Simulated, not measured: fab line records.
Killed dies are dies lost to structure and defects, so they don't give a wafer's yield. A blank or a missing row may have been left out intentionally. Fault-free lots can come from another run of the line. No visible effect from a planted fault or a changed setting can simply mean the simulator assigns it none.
A struck lot beside a sound one + flow sky130 + 18 out of 708 route steps
Sound: wafers L676.2, L676.3, L676.6. Struck: wafer L672.6. (L672.2, L672.4 of the same lot were not struck and are left out.) The cause comes at the end.
Per side, at each step with rows, come the tool, then ch with its chambers, and then its first start. Under that, the readings that differ: sound wafers + struck wafers + difference of the means + sigmas: that difference in standard deviations of wafers without a fault.
alike: readings with means less than 2 such deviations apart, plus words and numbers identical on both sides. not compared: withheld readings, readings lacking a value on some wafer, bounds such as >300 that could conceal the same value, and numbers that have no deviation in the record and whose values overlap.
A row with sigmas, a row that says differs or no value, or rows on one side alone: a step with any of these is where the two part. Numbers that don't overlap but have no deviation are shown without sigmas and don't part them. A reading missing from all wafers of one side parts the sides only when that side holds two or more wafers.

SKY_METAL2_SPUTTER_00: material Ti, target thk 15 nm, time 10 s.
  struck on pvd-sputter-02, day 38 11:01; sound on pvd-sputter-02, day 39 13:56
  alike: throttle-valve-pct
SKY_METAL2_SPUTTER_01: material TiN, target thk 20 nm, time 16.7 s.
  struck on pvd-sputter-02, day 38 11:02; sound on pvd-sputter-02, day 39 13:58
  alike: throttle-valve-pct
then, 1 step without rows for these wafers: SKY_METAL2_SPUTTER_02 (material AlCu, target thk 250 nm, time 13.3 s).
SKY_METAL2_SPUTTER_03: material Ti, target thk 5 nm, time 3.3 s.
  struck on pvd-sputter-02, day 38 11:05; sound on pvd-sputter-02, day 39 14:01
  alike: throttle-valve-pct
SKY_METAL2_SPUTTER_04: material TiN, target thk 70 nm, time 58.3 s.
  struck on pvd-sputter-02, day 38 11:06; sound on pvd-sputter-02, day 39 14:02
  alike: throttle-valve-pct
SKY_METAL2_RS_MEAS_05: the measuring method here is four-point-probe.
  struck on film-metro-03, day 38 11:10; sound on film-metro-01, day 39 14:05
  alike: METAL2_ALCU_RS
SKY_METAL2_THK_MEAS_06: measures by xrf.
  struck on film-metro-03, day 38 11:17; sound on film-metro-01, day 39 14:12
  alike: METAL2_ALCU_THK
then, 5 steps without rows for these wafers: SKY_METAL2_DEHYDRATE_07 (time 60 s); SKY_METAL2_HMDS_08 (prime time 60 s); SKY_METAL2_COAT_09 (resist thk 60 nm); SKY_METAL2_COAT_10 (resist thk 458.1 nm); SKY_METAL2_SOFTBAKE_11 (time 90 s).
SKY_METAL2_EXPOSE_12: exposes mask MM2, target cd 140 nm.
  sound on krf-scanner-01 ch 0, day 40 02:33; struck on krf-scanner-02 ch 0, day 38 23:10
  alike: mask
then, 2 steps without rows for these wafers: SKY_METAL2_PEB_13; SKY_METAL2_DEVELOP_14 (develop time 60 s).
SKY_METAL2_CD_MEAS_15: the cd target is 140 nm.
  struck on cd-sem-02, day 39 12:00; sound on cd-sem-01, day 40 14:58
  not compared: cd-nm
SKY_METAL2_OVL_MEAS_16:
  struck on overlay-01, day 39 12:07; sound on overlay-01, day 40 15:05
  not compared: METAL2_OVL
SKY_METAL2_DESCUM_17: chemistry O2, time 8 s.
  sound on rie-metal-01 ch 0,1, day 40 15:07; struck on rie-metal-01 ch 0, day 39 12:08
  alike: drypump-motor-current-A, oes-product-au, rf-fwd-power-W
  not compared: rf-hours-counter-h

WHERE THEY PART
Nowhere in this record.

WHY: what had been put in by the simulator
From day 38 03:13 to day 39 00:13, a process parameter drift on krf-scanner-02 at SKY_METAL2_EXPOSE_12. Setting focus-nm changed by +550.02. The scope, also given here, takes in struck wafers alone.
